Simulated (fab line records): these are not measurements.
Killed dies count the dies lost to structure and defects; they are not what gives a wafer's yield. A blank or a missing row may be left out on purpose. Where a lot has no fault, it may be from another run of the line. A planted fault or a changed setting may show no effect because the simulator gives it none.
fab line records / flow sky130
record: lots: 6 wafers: 18 lastDay: 50
route steps=708 shown FIELD_ISO@27 NWELL@32 DNWELL@35 PWDE@45
lots that met no fault: from a run of the same line without faults
startH: hours from the record's first day to the start of the lot's first wafer shown / waitH: time in hours since the lot's previous step / " the same as in the row above / L1.1+2: several wafers, shown together as one row / - no value present, or no start provided / * or withheld: withheld / < > ~ a bound
route shown NAME@n: a module of which the file shows steps, and the number in the route of the first / usual: mean/standard deviation taken from wafers without a fault / same: alike in all rows / chamber/n: place in a boat / sites: the reading at each site / _std_site: standard deviation across them / _edge_site: mean of outer sites minus mean of inner sites / radiusMm: for every site, how far away it sits from the centre of the wafer / mask NAME#n: copy n / behind: the last tool/chamber to shape the wafer / hold: what put the lot on hold/how long, in hours/how the hold closed / device: the transistor (n, p or np) that didn't switch / end of line: the tests these same wafers got at the end of their route / step lacking rows: just its recipe / killed: the dies lost at the first sort to structure and to defects; this is not the yield of the wafer / map: the dies of a wafer, with x for killed, . for not killed, _ for no die there
set.NAME: the setting the step ran with; set.NAME@STEP: the setting that earlier step ran with / model.NAME: the simulator's own value behind a step, which no gauge read
lots at some steps of the route; a table a step, a row a wafer
services: when a tool's chamber went out of use (startH, in hours from the record's first day, below 0 if earlier), for how many hours, and the reason
== steps ==
step: SKY_FIELD_ISO_ANNEAL_26
recipe: tempC: 1000 timeS: 1800 ambient: N2
step: SKY_FIELD_ISO_CMP_27
recipe: stopOn: Si3N4 tOverpolishS: 16 downForcePsi: 4 platenRpm: 60 targetThkNm: 457.8 padVelocityMS: 0.94248
usual: motorCurrentA: 11.9/1.3 overpolishRunS: 16.000/0.0092 timeToEndpointS: 112/6.9
lot.wafer=L717.2 tool=cmp-02 chamber=3 startH=86.28 waitH=0.0 motorCurrentA=9.7 overpolishRunS=16.013 timeToEndpointS=114
lot.wafer=L717.1 tool=cmp-02 chamber=1 startH=86.28 waitH=0.0 motorCurrentA=12.5 overpolishRunS=15.984 timeToEndpointS=111
lot.wafer=L717.6 tool=cmp-02 chamber=3 startH=86.28 waitH=0.0 motorCurrentA=9.8 overpolishRunS=15.989 timeToEndpointS=113
lot.wafer=L720.1 tool=cmp-02 chamber=3 startH=99.93 waitH=0.1 motorCurrentA=9.6 overpolishRunS=15.996 timeToEndpointS=118
lot.wafer=L720.3 tool=cmp-02 chamber=1 startH=99.93 waitH=0.1 motorCurrentA=11.6 overpolishRunS=16.000 timeToEndpointS=112
lot.wafer=L720.5 tool=cmp-02 chamber=0 startH=99.93 waitH=0.1 motorCurrentA=14.0 overpolishRunS=16.014 timeToEndpointS=104
lot.wafer=L722.1 tool=cmp-02 chamber=3 startH=111.52 waitH=0.1 motorCurrentA=9.6 overpolishRunS=16.000 timeToEndpointS=114
lot.wafer=L722.4 tool=cmp-02 chamber=0 startH=111.52 waitH=0.1 motorCurrentA=13.5 overpolishRunS=15.989 timeToEndpointS=97
lot.wafer=L722.5 tool=cmp-02 chamber=1 startH=111.52 waitH=0.1 motorCurrentA=12.6 overpolishRunS=15.992 timeToEndpointS=110
lot.wafer=L723.3 tool=cmp-02 chamber=0 startH=118.77 waitH=0.0 motorCurrentA=13.5 overpolishRunS=15.998 timeToEndpointS=104
lot.wafer=L723.6 tool=cmp-02 chamber=0 startH=118.77 waitH=0.0 motorCurrentA=13.2 overpolishRunS=15.987 timeToEndpointS=106
lot.wafer=L723.5 tool=cmp-02 chamber=1 startH=118.77 waitH=0.0 motorCurrentA=12.1 overpolishRunS=15.999 timeToEndpointS=109
lot.wafer=L729.4 tool=cmp-02 chamber=0 startH=149.22 waitH=0.1 motorCurrentA=12.8 overpolishRunS=16.006 timeToEndpointS=106
lot.wafer=L729.2 tool=cmp-02 chamber=1 startH=149.22 waitH=0.1 motorCurrentA=12.7 overpolishRunS=16.011 timeToEndpointS=114
lot.wafer=L729.6 tool=cmp-02 chamber=3 startH=149.22 waitH=0.1 motorCurrentA=9.8 overpolishRunS=15.977 timeToEndpointS=115
lot.wafer=L730.1 tool=cmp-02 chamber=1 startH=153.46 waitH=0.1 motorCurrentA=12.1 overpolishRunS=16.003 timeToEndpointS=106
lot.wafer=L730.6 tool=cmp-02 chamber=3 startH=153.46 waitH=0.1 motorCurrentA=9.8 overpolishRunS=16.005 timeToEndpointS=107
lot.wafer=L730.5 tool=cmp-02 chamber=0 startH=153.46 waitH=0.1 motorCurrentA=13.1 overpolishRunS=16.009 timeToEndpointS=100
step: SKY_FIELD_ISO_WET_ETCH_28
recipe: chemistry: dHF targetDepthNm: 23.7 target: SiO2 dilution: 10:1 tempC: 25 timeS: 47
step: SKY_FIELD_ISO_WET_ETCH_29
recipe: chemistry: H3PO4 targetDepthNm: 160 target: Si3N4 tempC: 160 timeS: 1825
step: SKY_FIELD_ISO_WET_ETCH_30
recipe: chemistry: dHF targetDepthNm: 25 target: SiO2 dilution: 10:1 tempC: 25 timeS: 50
step: SKY_NWELL_CLEAN_00
recipe: chemistry: SC1/SC2 mix: 1:4:20 tempC: 70 timeS: 150 dry: n2Spin
step: SKY_NWELL_OXIDATION_01
recipe: tempC: 900 ambient: O2 stabiliseS: 600 purgeS: 300 targetThkA: 100 oxTimeS: 1418
step: SKY_NWELL_THK_MEAS_02
recipe: reads: SiO2_of_NWELL_OXIDATION_01
usual: NWELL_OXIDATION_THK: 9.99/0.18
lot.wafer=L717.1 tool=filmMetro-02 chamber=- startH=89.44 waitH=0.0 NWELL_OXIDATION_THK[nm]=9.92
lot.wafer=L717.2 tool=filmMetro-02 chamber=- startH=89.44 waitH=0.0 NWELL_OXIDATION_THK[nm]=9.85
lot.wafer=L717.6 tool=filmMetro-02 chamber=- startH=89.44 waitH=0.0 NWELL_OXIDATION_THK[nm]=9.98
lot.wafer=L720.1 tool=filmMetro-01 chamber=- startH=102.65 waitH=0.0 NWELL_OXIDATION_THK[nm]=10.36
lot.wafer=L720.3 tool=filmMetro-01 chamber=- startH=102.65 waitH=0.0 NWELL_OXIDATION_THK[nm]=10.42
lot.wafer=L720.5 tool=filmMetro-01 chamber=- startH=102.65 waitH=0.0 NWELL_OXIDATION_THK[nm]=10.60
lot.wafer=L722.1 tool=filmMetro-01 chamber=- startH=114.22 waitH=0.0 NWELL_OXIDATION_THK[nm]=10.02
lot.wafer=L722.4 tool=filmMetro-01 chamber=- startH=114.22 waitH=0.0 NWELL_OXIDATION_THK[nm]=9.91
lot.wafer=L722.5 tool=filmMetro-01 chamber=- startH=114.22 waitH=0.0 NWELL_OXIDATION_THK[nm]=10.01
lot.wafer=L723.3 tool=filmMetro-03 chamber=- startH=121.09 waitH=0.0 NWELL_OXIDATION_THK[nm]=9.63
lot.wafer=L723.5 tool=filmMetro-03 chamber=- startH=121.09 waitH=0.0 NWELL_OXIDATION_THK[nm]=9.76
lot.wafer=L723.6 tool=filmMetro-03 chamber=- startH=121.09 waitH=0.0 NWELL_OXIDATION_THK[nm]=9.73
lot.wafer=L729.2 tool=filmMetro-01 chamber=- startH=151.87 waitH=0.0 NWELL_OXIDATION_THK[nm]=9.90
lot.wafer=L729.4 tool=filmMetro-01 chamber=- startH=151.87 waitH=0.0 NWELL_OXIDATION_THK[nm]=10.07
lot.wafer=L729.6 tool=filmMetro-01 chamber=- startH=151.87 waitH=0.0 NWELL_OXIDATION_THK[nm]=10.05
lot.wafer=L730.1 tool=filmMetro-03 chamber=- startH=156.01 waitH=0.0 NWELL_OXIDATION_THK[nm]=9.90
lot.wafer=L730.5 tool=filmMetro-03 chamber=- startH=156.01 waitH=0.0 NWELL_OXIDATION_THK[nm]=9.78
lot.wafer=L730.6 tool=filmMetro-03 chamber=- startH=156.01 waitH=0.0 NWELL_OXIDATION_THK[nm]=10.03
step: SKY_DNWELL_DEHYDRATE_00
recipe: tempC: 200 timeS: 60
step: SKY_DNWELL_HMDS_01
recipe: primeTimeS: 60 primeTempC: 120
step: SKY_DNWELL_COAT_02
recipe: spinRpm: 2000 resistThkNm: 3000
step: SKY_DNWELL_SOFTBAKE_03
recipe: tempC: 110 timeS: withheld
step: SKY_DNWELL_EXPOSE_04
recipe: maskId: DNM na: 0.57 targetCdNm: 3000 doseMj: 222
usual: exposureDoseMJCm2: 221.97/0.25 focusOffsetNm: -0.1/0.56 na: 0.57/0
lot.wafer=L717.1 tool=ilineStepper-02 chamber=0 startH=98.72 waitH=- mask=DNM#0 exposureDoseMJCm2=222.08 focusOffsetNm=-0.7 na=0.57
lot.wafer=L717.2 tool=ilineStepper-02 chamber=0 startH=98.72 waitH=- mask=DNM#0 exposureDoseMJCm2=221.93 focusOffsetNm=0.0 na=0.57
lot.wafer=L717.6 tool=ilineStepper-02 chamber=0 startH=98.72 waitH=- mask=DNM#0 exposureDoseMJCm2=221.79 focusOffsetNm=0.1 na=0.57
lot.wafer=L720.1 tool=ilineStepper-02 chamber=0 startH=112.15 waitH=- mask=DNM#0 exposureDoseMJCm2=221.83 focusOffsetNm=-0.3 na=0.57
lot.wafer=L720.3 tool=ilineStepper-02 chamber=0 startH=112.15 waitH=- mask=DNM#0 exposureDoseMJCm2=222.14 focusOffsetNm=1.0 na=0.57
lot.wafer=L720.5 tool=ilineStepper-02 chamber=0 startH=112.15 waitH=- mask=DNM#0 exposureDoseMJCm2=222.17 focusOffsetNm=0.3 na=0.57
lot.wafer=L722.1 tool=ilineStepper-02 chamber=- startH=123.54 waitH=- mask=DNM#0 exposureDoseMJCm2=- focusOffsetNm=- na=-
lot.wafer=L722.4 tool=ilineStepper-02 chamber=- startH=123.54 waitH=- mask=DNM#0 exposureDoseMJCm2=- focusOffsetNm=- na=-
lot.wafer=L722.5 tool=ilineStepper-02 chamber=- startH=123.54 waitH=- mask=DNM#0 exposureDoseMJCm2=- focusOffsetNm=- na=-
lot.wafer=L723.3 tool=ilineStepper-02 chamber=- startH=131.23 waitH=- mask=DNM#0 exposureDoseMJCm2=- focusOffsetNm=- na=-
lot.wafer=L723.5 tool=ilineStepper-02 chamber=- startH=131.23 waitH=- mask=DNM#0 exposureDoseMJCm2=- focusOffsetNm=- na=-
lot.wafer=L723.6 tool=ilineStepper-02 chamber=- startH=131.23 waitH=- mask=DNM#0 exposureDoseMJCm2=- focusOffsetNm=- na=-
lot.wafer=L729.2 tool=ilineStepper-01 chamber=0 startH=162.26 waitH=- mask=DNM#0 exposureDoseMJCm2=222.02 focusOffsetNm=-1.0 na=0.57
lot.wafer=L729.4 tool=ilineStepper-01 chamber=0 startH=162.26 waitH=- mask=DNM#0 exposureDoseMJCm2=221.84 focusOffsetNm=-1.3 na=0.57
lot.wafer=L729.6 tool=ilineStepper-01 chamber=0 startH=162.26 waitH=- mask=DNM#0 exposureDoseMJCm2=221.72 focusOffsetNm=-0.5 na=0.57
lot.wafer=L730.1 tool=ilineStepper-01 chamber=0 startH=165.51 waitH=- mask=DNM#0 exposureDoseMJCm2=222.00 focusOffsetNm=0.4 na=0.57
lot.wafer=L730.5 tool=ilineStepper-01 chamber=0 startH=165.51 waitH=- mask=DNM#0 exposureDoseMJCm2=221.79 focusOffsetNm=0.7 na=0.57
lot.wafer=L730.6 tool=ilineStepper-01 chamber=0 startH=165.51 waitH=- mask=DNM#0 exposureDoseMJCm2=222.40 focusOffsetNm=0.0 na=0.57
step: SKY_DNWELL_PEB_05
recipe: tempC: 115 timeS: withheld
step: SKY_DNWELL_DEVELOP_06
recipe: wallAngleDeg: 90 developer: TMAH developTimeS: 60 devTempC: 23
step: SKY_DNWELL_IMPLANT_07
recipe: species: P energyKev: withheld doseCm2: withheld tiltDeg: withheld
step: SKY_DNWELL_STRIP_08
recipe: chemistry: O2/N2 powerW: 1400 pressureMtorr: 1500 platenTempC: withheld o2FlowSccm: 3000 n2FlowSccm: 300 overashFraction: 0.5
usual: drypumpMotorCurrentA: 5.8/0.54 oesProductAu: 0.722/0.0045 stripTimeToEndpointS: 36.87/0.097
same: overashFraction: 0.5
lot.wafer=L717.1 tool=plasmaAsher-03 chamber=0 startH=108.50 waitH=0.1 drypumpMotorCurrentA=6.3 oesProductAu=0.719 rfHoursCounterH=27 stripTimeToEndpointS=36.79
lot.wafer=L717.2 tool=plasmaAsher-03 chamber=1 startH=108.50 waitH=0.1 drypumpMotorCurrentA=6.5 oesProductAu=0.720 rfHoursCounterH=27 stripTimeToEndpointS=36.73
lot.wafer=L717.6 tool=plasmaAsher-03 chamber=0 startH=108.50 waitH=0.1 drypumpMotorCurrentA=6.3 oesProductAu=0.728 rfHoursCounterH=- stripTimeToEndpointS=36.76
lot.wafer=L720.1 tool=plasmaAsher-03 chamber=1 startH=121.90 waitH=0.1 drypumpMotorCurrentA=6.5 oesProductAu=0.718 rfHoursCounterH=29 stripTimeToEndpointS=37.03
lot.wafer=L720.3 tool=plasmaAsher-03 chamber=0 startH=121.90 waitH=0.1 drypumpMotorCurrentA=6.3 oesProductAu=0.716 rfHoursCounterH=- stripTimeToEndpointS=36.94
lot.wafer=L720.5 tool=plasmaAsher-03 chamber=0 startH=121.90 waitH=0.1 drypumpMotorCurrentA=6.3 oesProductAu=0.713 rfHoursCounterH=- stripTimeToEndpointS=36.95
lot.wafer=L722.1 tool=plasmaAsher-01 chamber=1 startH=133.66 waitH=0.1 drypumpMotorCurrentA=5.7 oesProductAu=0.731 rfHoursCounterH=2 stripTimeToEndpointS=36.95
lot.wafer=L722.4 tool=plasmaAsher-01 chamber=0 startH=133.66 waitH=0.1 drypumpMotorCurrentA=5.2 oesProductAu=0.724 rfHoursCounterH=- stripTimeToEndpointS=36.81
lot.wafer=L722.5 tool=plasmaAsher-01 chamber=0 startH=133.66 waitH=0.1 drypumpMotorCurrentA=5.1 oesProductAu=0.725 rfHoursCounterH=- stripTimeToEndpointS=36.82
lot.wafer=L723.3 tool=plasmaAsher-03 chamber=1 startH=140.58 waitH=0.1 drypumpMotorCurrentA=6.5 oesProductAu=0.720 rfHoursCounterH=- stripTimeToEndpointS=36.73
lot.wafer=L723.5 tool=plasmaAsher-03 chamber=0 startH=140.58 waitH=0.1 drypumpMotorCurrentA=6.3 oesProductAu=0.722 rfHoursCounterH=- stripTimeToEndpointS=36.79
lot.wafer=L723.6 tool=plasmaAsher-03 chamber=1 startH=140.58 waitH=0.1 drypumpMotorCurrentA=6.5 oesProductAu=0.721 rfHoursCounterH=- stripTimeToEndpointS=36.84
lot.wafer=L729.2 tool=plasmaAsher-04 chamber=1 startH=172.89 waitH=0.1 drypumpMotorCurrentA=5.2 oesProductAu=0.725 rfHoursCounterH=47 stripTimeToEndpointS=36.83
lot.wafer=L729.4 tool=plasmaAsher-04 chamber=0 startH=172.89 waitH=0.1 drypumpMotorCurrentA=6.3 oesProductAu=0.732 rfHoursCounterH=- stripTimeToEndpointS=36.80
lot.wafer=L729.6 tool=plasmaAsher-04 chamber=1 startH=172.89 waitH=0.1 drypumpMotorCurrentA=5.2 oesProductAu=0.723 rfHoursCounterH=- stripTimeToEndpointS=36.87
lot.wafer=L730.1 tool=plasmaAsher-01 chamber=0 startH=176.54 waitH=0.1 drypumpMotorCurrentA=5.2 oesProductAu=0.723 rfHoursCounterH=6 stripTimeToEndpointS=36.92
lot.wafer=L730.5 tool=plasmaAsher-01 chamber=1 startH=176.54 waitH=0.1 drypumpMotorCurrentA=5.7 oesProductAu=0.721 rfHoursCounterH=- stripTimeToEndpointS=37.08
lot.wafer=L730.6 tool=plasmaAsher-01 chamber=0 startH=176.54 waitH=0.1 drypumpMotorCurrentA=5.1 oesProductAu=0.726 rfHoursCounterH=- stripTimeToEndpointS=36.91
step: SKY_DNWELL_TW_MEAS_09
usual: DNWELL_TW: 1113/6.6
lot.wafer=L717.1 tool=filmMetro-03 chamber=- startH=108.60 waitH=0.1 DNWELL_TW=1111
lot.wafer=L717.2 tool=filmMetro-03 chamber=- startH=108.60 waitH=0.1 DNWELL_TW=1111
lot.wafer=L717.6 tool=filmMetro-03 chamber=- startH=108.60 waitH=0.1 DNWELL_TW=1107
lot.wafer=L720.1 tool=filmMetro-01 chamber=- startH=122.00 waitH=0.1 DNWELL_TW=1113
lot.wafer=L720.3 tool=filmMetro-01 chamber=- startH=122.00 waitH=0.1 DNWELL_TW=1118
lot.wafer=L720.5 tool=filmMetro-01 chamber=- startH=122.00 waitH=0.1 DNWELL_TW=1115
lot.wafer=L722.1 tool=filmMetro-01 chamber=- startH=133.76 waitH=0.1 DNWELL_TW=30
lot.wafer=L722.4 tool=filmMetro-01 chamber=- startH=133.76 waitH=0.1 DNWELL_TW=30
lot.wafer=L722.5 tool=filmMetro-01 chamber=- startH=133.76 waitH=0.1 DNWELL_TW=30
lot.wafer=L723.3 tool=filmMetro-03 chamber=- startH=140.67 waitH=0.1 DNWELL_TW=30
lot.wafer=L723.5 tool=filmMetro-03 chamber=- startH=140.67 waitH=0.1 DNWELL_TW=30
lot.wafer=L723.6 tool=filmMetro-03 chamber=- startH=140.67 waitH=0.1 DNWELL_TW=30
lot.wafer=L729.2 tool=filmMetro-03 chamber=- startH=173.00 waitH=0.1 DNWELL_TW=1106
lot.wafer=L729.4 tool=filmMetro-03 chamber=- startH=173.00 waitH=0.1 DNWELL_TW=1107
lot.wafer=L729.6 tool=filmMetro-03 chamber=- startH=173.00 waitH=0.1 DNWELL_TW=1098
lot.wafer=L730.1 tool=filmMetro-01 chamber=- startH=176.64 waitH=0.1 DNWELL_TW=1115
lot.wafer=L730.5 tool=filmMetro-01 chamber=- startH=176.64 waitH=0.1 DNWELL_TW=1121
lot.wafer=L730.6 tool=filmMetro-01 chamber=- startH=176.64 waitH=0.1 DNWELL_TW=1111
step: SKY_PWDE_DEHYDRATE_00
recipe: tempC: 200 timeS: 60
== services ==
tool=cmp-02 chamber=- startH=64.00 hours=4.0 kind=pm
tool=cmp-02 chamber=- startH=68.00 hours=- kind=consumableReplace:conditioner
tool=cmp-02 chamber=- startH=68.00 hours=- kind=consumableReplace:pad
tool=ilineStepper-01 chamber=- startH=72.77 hours=4.3 kind=pm
tool=ilineStepper-02 chamber=0 startH=79.61 hours=- kind=calibration
tool=cmp-02 chamber=- startH=91.76 hours=1.5 kind=repair
tool=plasmaAsher-01 chamber=- startH=108.75 hours=9.0 kind=pm
tool=plasmaAsher-01 chamber=0 startH=108.75 hours=9.0 kind=ventCycle
tool=plasmaAsher-01 chamber=1 startH=108.75 hours=9.0 kind=ventCycle
tool=plasmaAsher-01 chamber=0 startH=117.75 hours=- kind=clean
tool=plasmaAsher-01 chamber=1 startH=117.75 hours=- kind=clean
tool=plasmaAsher-04 chamber=- startH=120.87 hours=2.1 kind=repair
tool=ilineStepper-01 chamber=- startH=143.99 hours=1.7 kind=pm
tool=ilineStepper-01 chamber=0 startH=173.86 hours=- kind=calibration
== key ==
firstSign: step: SKY_DNWELL_EXPOSE_04 reading: toolRecord direction: missing
effect: step: SKY_DNWELL_TW_MEAS_09 reading: DNWELL_TW direction: down sigmas: 99+ usual: 1113 struck: 30
metAt SKY_DNWELL_EXPOSE_04
struckWafers L722.1,L722.4,L722.5,L723.3,L723.5,L723.6
sortLeftOut L722.1,L722.4,L722.5,L723.3,L723.5,L723.6
testerLeftOut L722,L723
onsetBetween 112.15 123.54
fault: kind: skippedStepWhole tool: ilineStepper-02 chamber: - onsetH: 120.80 steps: SKY_DNWELL_EXPOSE_04 scope: struckLotsOnly
testerLeftOut: of these lots the tester's yield and bins aren't shown, on N5 and GAA mostly nor the transistor test; their killed dies are dies lost to structure and defects alone, not to doping, threshold or leakage, so they don't give the yield
sortLeftOut: the simulated sort isn't trusted on such a fault, so these wafers' sort isn't shown, and their yield isn't known
